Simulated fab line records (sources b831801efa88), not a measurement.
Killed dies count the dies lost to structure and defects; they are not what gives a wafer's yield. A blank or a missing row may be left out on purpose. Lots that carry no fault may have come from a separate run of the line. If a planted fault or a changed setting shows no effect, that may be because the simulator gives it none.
fab line records	flow sky130
record: lots: 11	wafers: 33	last_day: 50
route steps=708 shown GATE_OXIDE@188 POLY_GATE@229 LI_CONTACT@381 LOCAL_INTERCONNECT@398
lots with no fault: from the same line, run without faults
start_h: hours from the record's opening day to when the first of the lot's shown wafers began	wait_h: time in hours since the lot's previous step	" unchanged from the row above	L1.1+2: several wafers, shown together as one row	- no value present, or no start provided	* or withheld: withheld	< > ~ a bound
route shown NAME@n: NAME is a module with steps in the file, n the number in the route of the first one	usual: mean and standard deviation over wafers with no fault	same: alike in all rows	chamber/n: place in a boat	sites: the reading at each site	_std_site: standard deviation across them	_edge_site: inner sites' mean taken away from outer sites' mean	radius_mm: for every site, how far away it sits from the centre of the wafer	mask NAME#n: copy n	behind: the most recent tool/chamber to have shaped the wafer	hold: why the lot went on hold/how many hours it stayed there/how the hold came to an end	device: which transistor (n, p or np) failed to switch	end of line: tests of these same wafers at the route's end	for a step that has no rows: nothing shown but its recipe	killed: at the first sort, the dies lost to defects and structure; wafer yield is something else	map: the dies of a wafer, with x for killed, . for not killed, _ for no die there
set.NAME: the setting that was run; set.NAME@STEP: the one run at that earlier step	model.NAME: the simulator's own value behind a step, which no gauge read
steps of the route over a sample of lots; a table a step, a row a wafer
services: when a tool's chamber went out of use (start_h, in hours from the record's first day, below 0 if earlier), for how many hours, and the reason
== steps ==
step: SKY_GATE_OXIDE_OXIDATION_01
recipe: temp_c: 900	ambient: O2	stabilise_s: 600	purge_s: 300	target_thk_a: 102.68	ox_time_s: 1473
usual: spike_tc_bottom_C: 919/3.2	spike_tc_centre_C: 899.7/1.1	spike_tc_lower_C: 901.4/1.1	spike_tc_top_C: 913/3	spike_tc_upper_C: 899.3/1	tube_center_temp_C: 900.01/0.08	tube_center_temp_C_max: 902.3/0.4	zone_power_bottom_pct: 26.10/0.27	zone_power_lower_pct: 17.31/0.22
lot.wafer	tool	chamber	start_h	wait_h	spike_tc_bottom_C	spike_tc_centre_C	spike_tc_lower_C	spike_tc_top_C	spike_tc_upper_C	tube_center_temp_C	tube_center_temp_C_max	zone_power_bottom_pct	zone_power_lower_pct
L471.2	furnace-02	0	282.45	0.9	921	898.8	900.6	914	901.4	900.05	902.2	26.17	17.48
L471.5	"	0	"	"	921	900.5	900.5	915	899.5	900.07	902.0	26.64	17.62
L471.6	"	0	"	"	921	900.3	900.4	914	898.0	899.87	901.8	26.14	17.68
L474.2	furnace-02	0	308.81	0.7	922	901.9	901.3	915	899.7	899.96	902.4	25.60	17.08
L474.3	"	0	"	"	921	899.9	902.8	915	899.1	900.04	902.2	26.17	17.28
L474.4	"	0	"	"	921	900.6	903.6	914	900.3	900.04	901.8	26.21	17.41
L479.1	furnace-02	0	344.74	0.0	921	900.4	903.2	917	899.3	900.07	902.1	25.95	17.75
L479.5	"	0	"	"	921	900.4	899.8	915	898.9	900.03	902.6	25.99	17.52
L479.6	"	0	"	"	921	899.5	901.7	914	901.4	900.01	902.6	26.19	17.32
L481.4	furnace-01	0	360.33	0.5	894	879.3	881.7	890	880.6	880.17	882.9	24.90	16.64
L481.5	"	0	"	"	895	879.0	880.3	889	878.7	880.1	882.6	25.00	16.63
L481.6	"	0	"	"	897	879.3	882.4	890	877.2	880.2	882.9	25.19	16.21
L482.1	furnace-01	0	371.30	0.5	895	881.1	881.4	890	877.3	880.14	882.2	25.01	16.26
L482.3	"	0	"	"	894	879.5	882.4	888	879.1	880.16	882.1	25.00	16.65
L482.4	"	0	"	"	895	879.4	882.2	890	878.5	880.14	882.0	25.08	16.84
L483.3	furnace-02	0	387.36	1.0	923	898.7	901.5	916	898.9	900.06	902.0	26.07	17.48
L483.5	"	0	"	"	922	900.1	901.0	916	899.6	900.14	903.3	26.33	17.44
L483.6	"	0	"	"	922	898.4	902.0	917	900.6	899.93	902.0	26.22	17.32
L489.1	furnace-01	0	432.24	2.0	914	899.6	900.9	907	899.9	899.88	901.9	26.09	17.11
L489.3	"	0	"	"	916	898.6	901.1	909	897.1	899.97	902.3	25.63	17.19
L489.5	"	0	"	"	916	900.4	900.4	908	898.0	900.07	903.5	25.79	16.97
L490.3	furnace-02	0	444.05	0.5	921	900.4	902.1	914	900.0	900.01	902.5	25.57	17.40
L490.4	"	0	"	"	921	898.8	900.7	916	898.5	900.07	902.0	26.20	17.22
L490.6	"	0	"	"	920	899.2	899.6	916	899.5	899.98	902.2	26.14	17.19
L492.1	furnace-02	0	458.66	0.6	922	900.3	904.2	913	900.3	900.05	902.6	26.06	17.24
L492.4	"	0	"	"	923	900.3	903.5	914	901.5	900.05	902.2	26.07	17.76
L492.5	"	0	"	"	921	901.6	902.0	916	899.8	900.15	902.0	26.08	17.34
L493.1	furnace-01	0	463.98	0.3	915	901.4	898.1	909	897.4	899.98	902.0	26.38	17.22
L493.2	"	0	"	"	913	899.5	900.6	909	898.4	900.03	901.6	25.86	17.14
L493.5	"	0	"	"	916	899.1	901.0	908	899.0	899.93	902.1	25.98	16.95
L494.3	furnace-02	0	471.59	0.0	921	899.2	901.7	915	898.8	899.87	902.6	26.03	17.51
L494.5	"	0	"	"	921	901.1	901.8	914	899.7	899.92	902.5	25.76	17.63
L494.6	"	0	"	"	922	899.9	902.6	914	900.0	900.13	902.9	26.23	17.45
step: SKY_GATE_OXIDE_THK_MEAS_02
recipe: reads: SiO2_of_GATE_OXIDE_OXIDATION_01
usual: GATE_OXIDE_OXIDATION_00_THK: 10.33/0.2
lot.wafer	tool	chamber	start_h	wait_h	GATE_OXIDE_OXIDATION_00_THK[nm]
L471.2	film_metro-03	-	283.87	0.0	10.13
L471.5	"	-	"	"	10.19
L471.6	"	-	"	"	10.13
L474.2	film_metro-04	-	310.23	0.0	10.26
L474.3	"	-	"	"	10.27
L474.4	"	-	"	"	10.31
L479.1	film_metro-02	-	346.15	0.0	10.54
L479.5	"	-	"	"	10.45
L479.6	"	-	"	"	10.42
L481.4	film_metro-02	-	361.77	0.0	8.19
L481.5	"	-	"	"	8.34
L481.6	"	-	"	"	8.20
L482.1	film_metro-03	-	372.71	0.0	8.08
L482.3	"	-	"	"	8.29
L482.4	"	-	"	"	8.38
L483.3	film_metro-03	-	388.79	0.0	10.29
L483.5	"	-	"	"	10.41
L483.6	"	-	"	"	10.59
L489.1	film_metro-03	-	433.65	0.0	9.76
L489.3	"	-	"	"	9.91
L489.5	"	-	"	"	10.02
L490.3	film_metro-02	-	445.48	0.0	10.26
L490.4	"	-	"	"	9.98
L490.6	"	-	"	"	10.30
L492.1	film_metro-03	-	460.07	0.0	10.31
L492.4	"	-	"	"	10.20
L492.5	"	-	"	"	10.20
L493.1	film_metro-02	-	465.39	0.0	10.17
L493.2	"	-	"	"	10.15
L493.5	"	-	"	"	10.01
L494.3	film_metro-04	-	473.02	0.0	10.43
L494.5	"	-	"	"	10.54
L494.6	"	-	"	"	10.49
step: SKY_POLY_GATE_ETCH_15
recipe: chemistry: N2/H2	target: BARC	ion_energy_ev: 200	source_w: 500	bias_w: 100	pressure_mtorr: 30	n2_flow_sccm: 100	h2_flow_sccm: 200	stop_on: SiO2	time_s: 118.5	target_depth_a: 1100
usual: chamber_pressure_mTorr: 29.999/0.029	drypump_motor_current_A: 5.8/0.64	oes_product_au: 0.716/0.005	throttle_valve_pct: 13.213/0.0095
lot.wafer	tool	chamber	start_h	wait_h	chamber_pressure_mTorr	drypump_motor_current_A	oes_product_au	rf_hours_counter_h	throttle_valve_pct
L471.2	rie_diel-01	3	370.86	0.0	29.997	5.7	0.712	13	13.206
L471.5	"	3	"	"	29.966	5.7	0.726	-	13.209
L471.6	"	2	"	"	29.961	5.1	0.720	-	13.210
L474.2	rie_diel-03	0	398.95	0.0	30.018	6.6	0.717	37	13.222
L474.3	"	3	"	"	29.995	4.6	0.717	17	13.201
L474.4	"	2	"	"	30.016	5.1	0.716	7	13.225
L479.1	rie_diel-03	1	438.56	0.0	29.981	5.8	0.719	2	13.218
L479.5	"	3	"	"	30.024	4.6	0.712	-	13.216
L479.6	"	0	"	"	30.011	6.6	0.721	-	13.207
L481.4	rie_diel-01	2	458.08	0.0	29.976	5.1	0.719	16	13.227
L481.5	"	1	"	"	30.003	5.9	0.720	-	13.204
L481.6	"	0	"	"	30.003	6.6	0.712	-	13.211
L482.1	rie_diel-03	1	468.13	0.0	29.994	5.8	0.713	3	13.207
L482.3	"	0	"	"	29.959	6.6	0.714	38	13.225
L482.4	"	3	"	"	30.052	4.6	0.713	18	13.200
L483.3	rie_diel-01	3	486.42	0.0	29.989	5.7	0.712	16	13.219
L483.5	"	1	"	"	29.970	6.0	0.724	-	13.207
L483.6	"	0	"	"	30.034	6.6	0.718	-	13.202
L489.1	rie_diel-01	1	530.18	0.0	30.008	5.9	0.708	0	13.219
L489.3	"	0	"	"	30.059	6.6	0.717	4	13.236
L489.5	"	0	"	"	30.058	6.7	0.721	-	13.213
L490.3	rie_diel-03	3	541.78	0.0	30.015	4.6	0.715	19	13.213
L490.4	"	2	"	"	29.989	5.1	0.718	9	13.210
L490.6	"	1	"	"	30.008	5.8	0.706	-	13.218
L492.1	rie_diel-01	1	556.41	0.0	30.004	6.0	0.720	1	13.216
L492.4	"	0	"	"	29.933	6.6	0.729	4	13.212
L492.5	"	1	"	"	30.017	6.0	0.713	-	13.207
L493.1	rie_diel-03	1	559.76	0.0	29.996	5.8	0.716	5	13.210
L493.2	"	0	"	"	29.927	6.6	0.716	40	13.213
L493.5	"	2	"	"	30.026	5.2	0.714	-	13.199
L494.3	rie_diel-01	3	568.45	0.0	30.009	5.7	0.717	17	13.208
L494.5	"	1	"	"	29.982	6.0	0.720	-	13.208
L494.6	"	0	"	"	30.014	6.6	0.720	-	13.216
step: SKY_LI_CONTACT_SPUTTER_19
recipe: material: Ti	target_thk_nm: 20	chamber_pressure_pa: 5	power_w: 2500	substrate_temp_c: 200	time_s: 106.37
usual: substrate_temp_c: 200.00/0.15	throttle_valve_pct: 30.0/0.91
lot.wafer	tool	chamber	start_h	wait_h	substrate_temp_c	throttle_valve_pct
L471.2	pvd_sputter-04	-	675.45	0.0	199.98	30.5
L471.5	"	-	"	"	200.05	29.7
L471.6	"	-	"	"	200.08	30.6
L474.2	pvd_sputter-03	-	703.10	0.0	199.98	30.9
L474.3	"	-	"	"	199.89	30.2
L474.4	"	-	"	"	200.14	30.3
L479.1	pvd_sputter-02	-	740.39	0.0	199.77	27.7
L479.5	"	-	"	"	200.19	30.4
L479.6	"	-	"	"	200.08	30.4
L481.4	pvd_sputter-03	-	756.42	0.0	199.98	30.6
L481.5	"	-	"	"	199.81	30.0
L481.6	"	-	"	"	200.18	30.5
L482.1	pvd_sputter-04	-	765.89	0.0	199.93	30.8
L482.3	"	-	"	"	199.92	30.5
L482.4	"	-	"	"	200.14	30.5
L483.3	pvd_sputter-03	-	781.25	0.0	199.89	30.6
L483.5	"	-	"	"	199.88	30.5
L483.6	"	-	"	"	199.72	30.6
L489.1	pvd_sputter-04	-	820.87	0.0	199.99	30.9
L489.3	"	-	"	"	200.02	30.2
L489.5	"	-	"	"	199.99	30.8
L490.3	pvd_sputter-03	-	830.95	0.0	199.99	30.6
L490.4	"	-	"	"	199.67	30.4
L490.6	"	-	"	"	199.88	30.4
L492.1	pvd_sputter-03	-	841.25	0.0	199.74	30.2
L492.4	"	-	"	"	199.57	30.8
L492.5	"	-	"	"	199.86	30.1
L493.1	pvd_sputter-04	-	847.54	0.0	200.19	30.4
L493.2	"	-	"	"	200.09	29.6
L493.5	"	-	"	"	200.10	30.3
L494.3	pvd_sputter-03	-	853.25	0.0	199.85	30.6
L494.5	"	-	"	"	200.13	30.2
L494.6	"	-	"	"	200.25	30.3
step: SKY_LOCAL_INTERCONNECT_CD_MEAS_11
recipe: target_cd_nm: 170
usual: cd_nm: 170.1/1.7
lot.wafer	tool	chamber	start_h	wait_h	cd_nm
L471.2	cd_sem-02	-	704.47	-	171.8
L471.5	"	-	"	"	171.5
L471.6	"	-	"	"	171.6
L474.2	cd_sem-02	-	731.67	-	171.9
L474.3	"	-	"	"	170.8
L474.4	"	-	"	"	169.5
L479.1	cd_sem-02	-	768.76	-	171.6
L479.5	"	-	"	"	172.8
L479.6	"	-	"	"	172.8
L481.4	cd_sem-02	-	783.96	-	168.2
L481.5	"	-	"	"	169.2
L481.6	"	-	"	"	169.0
L482.1	cd_sem-01	-	792.91	-	171.5
L482.3	"	-	"	"	170.6
L482.4	"	-	"	"	170.3
L483.3	cd_sem-01	-	809.08	-	167.4
L483.5	"	-	"	"	167.2
L483.6	"	-	"	"	166.0
L489.1	cd_sem-01	-	847.61	-	169.9
L489.3	"	-	"	"	171.1
L489.5	"	-	"	"	170.9
L490.3	cd_sem-02	-	857.83	-	168.7
L490.4	"	-	"	"	169.1
L490.6	"	-	"	"	168.0
L492.1	cd_sem-01	-	867.86	-	170.3
L492.4	"	-	"	"	171.2
L492.5	"	-	"	"	171.7
L493.1	cd_sem-02	-	874.59	-	169.5
L493.2	"	-	"	"	169.2
L493.5	"	-	"	"	169.6
L494.3	cd_sem-02	-	879.75	-	173.0
L494.5	"	-	"	"	171.1
L494.6	"	-	"	"	172.6
== services ==
tool	chamber	start_h	hours	kind
furnace-01	-	264.96	4.6	pm
rie_diel-03	1	279.59	5.6	repair
rie_diel-01	0	289.93	2.2	repair
furnace-02	-	294.02	2.5	pm
rie_diel-01	3	296.30	3.5	repair
furnace-01	-	299.42	4.0	pm
rie_diel-01	3	341.95	18.5	repair
pvd_sputter-04	-	361.49	4.0	repair
pvd_sputter-03	-	362.23	0.5	repair
pvd_sputter-04	-	369.02	1.2	repair
rie_diel-03	2	389.40	8.9	repair
pvd_sputter-04	-	402.20	17.5	repair
rie_diel-01	-	454.80	2.8	pm
furnace-01	-	466.78	3.5	pm
rie_diel-03	-	515.24	2.8	pm
rie_diel-03	3	553.48	54.2	repair
furnace-02	-	576.02	2.9	pm
furnace-02	-	590.58	4.2	pm
rie_diel-03	0	594.94	2.6	repair
rie_diel-03	2	743.35	11.7	repair
furnace-02	-	758.80	3.6	pm
rie_diel-01	3	820.58	2.0	repair
rie_diel-03	3	826.75	6.9	repair
pvd_sputter-03	-	833.20	2.4	repair
== key ==
first_sign: step: SKY_GATE_OXIDE_OXIDATION_01	reading: tube_center_temp_C	direction: down	sigmas: 99+	usual: *	struck: *
effect: step: SKY_GATE_OXIDE_OXIDATION_01	reading: tube_center_temp_C_max	direction: down	sigmas: 49	usual: *	struck: *
effect: step: SKY_GATE_OXIDE_THK_MEAS_02	reading: GATE_OXIDE_OXIDATION_00_THK	direction: down	sigmas: 10	usual: 10.33	struck: 8.25
met_at SKY_GATE_OXIDE_OXIDATION_01
struck_lots L481,L482
tester_left_out L481,L482
not_acting_at SKY_POLY_GATE_ETCH_15,SKY_LI_CONTACT_SPUTTER_19,SKY_LOCAL_INTERCONNECT_CD_MEAS_11
fault: kind: process_parameter_drift	tool: furnace-01	chamber: -	onset_h: 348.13	steps: SKY_GATE_OXIDE_OXIDATION_01	channel: temp_c	offset: *	shape: step	end_h: 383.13	acts_in: *	stated: *
tester_left_out: of these lots the tester's yield and bins aren't shown, on N5 and GAA mostly nor the transistor test; their killed dies are dies lost to structure and defects alone, not to doping, threshold or leakage, so they don't give the yield
